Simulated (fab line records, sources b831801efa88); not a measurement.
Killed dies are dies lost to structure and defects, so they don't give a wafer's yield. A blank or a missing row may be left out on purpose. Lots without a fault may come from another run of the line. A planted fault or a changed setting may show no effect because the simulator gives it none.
Problem report in the 8D (eight disciplines) form, filled by code | flow gf180mcu | the parts of the form that need people (team, actions taken, sign-off) are left out

1. THE PROBLEM
bias_w at GF_SAB_ETCH_11 reads a mean of 1136 W on 6 wafers of 2 lots; wafers without a fault read 1200 W with a standard deviation of 3.4. That is -19 standard deviations from the usual mean.
The step: etches SiO2 in C4F8/O2/Ar, target depth 55 nm, time 8.5 s.
First seen on wafer L147.1, day 15 16:05, on rie_diel-04. The record holds 42 wafers of 14 lots with a number at this step. Rule for "out", or "out of limits": more than 4 standard deviations from the usual mean. The other wafers with a number count as sound.

2. WHAT IT IS AND WHAT IT IS NOT
question                    | is                     | is not
which readings at this step | bias_w                 | -
which lots                  | L147, L150             | L145, L146, L148, L152, L158, L159, L160, L161, L163, L164, L165, L167
which wafers of those lots  | all that have a number | -
read on which tools         | rie_diel-04            | rie_diel-01, rie_diel-03
when                        | from day 15 16:05      | up to then (6 sound wafers); but 30 sound wafers of L148, L152, L158, L159, L160, L161, L163, L164, L165, L167 came after

3. SUSPECTS, AND WHAT RULES EACH OUT
Counting: a tool at a process step up to the reading stays a suspect if it ran every lot that is out and no sound lot after the first of them.
- rie_diel-04 at GF_SAB_ETCH_11 (etches SiO2 in C4F8/O2/Ar, target depth 55 nm, time 8.5 s): ruled out as a lasting fault. Sound lots L165, L167 ran on it after its first lot that is out, L147 (day 15 16:05).
Left after counting: nothing in the record.

4. THE CAUSE (what the simulator had put in)
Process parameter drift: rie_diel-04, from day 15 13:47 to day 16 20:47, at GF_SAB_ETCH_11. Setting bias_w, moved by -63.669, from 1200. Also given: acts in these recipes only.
Counting ruled it out, wrongly.

5. THE CHAIN OF EFFECTS, in route order
Each row: a reading whose mean over the struck wafers that have a number lies more than 3 standard deviations from the usual. Only readings for which the record gives a usual standard deviation are gone through. hours: the time from each lot's start at the first step in this table that gives one to its start at this step, as a median over the lots. sigmas: the change in usual standard deviations.
hours | step           | reading | usual  | on struck wafers | change | sigmas
0     | GF_SAB_ETCH_11 | bias_w  | 1200 W | 1136             | -64    | -19
The process steps in it:
- GF_SAB_ETCH_11: etches SiO2 in C4F8/O2/Ar, target depth 55 nm, time 8.5 s.

6. WHAT WOULD HAVE CAUGHT IT SOONER
In this record the first reading out of limits was taken at day 15 16:05, 2 hours after the fault began at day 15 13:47.
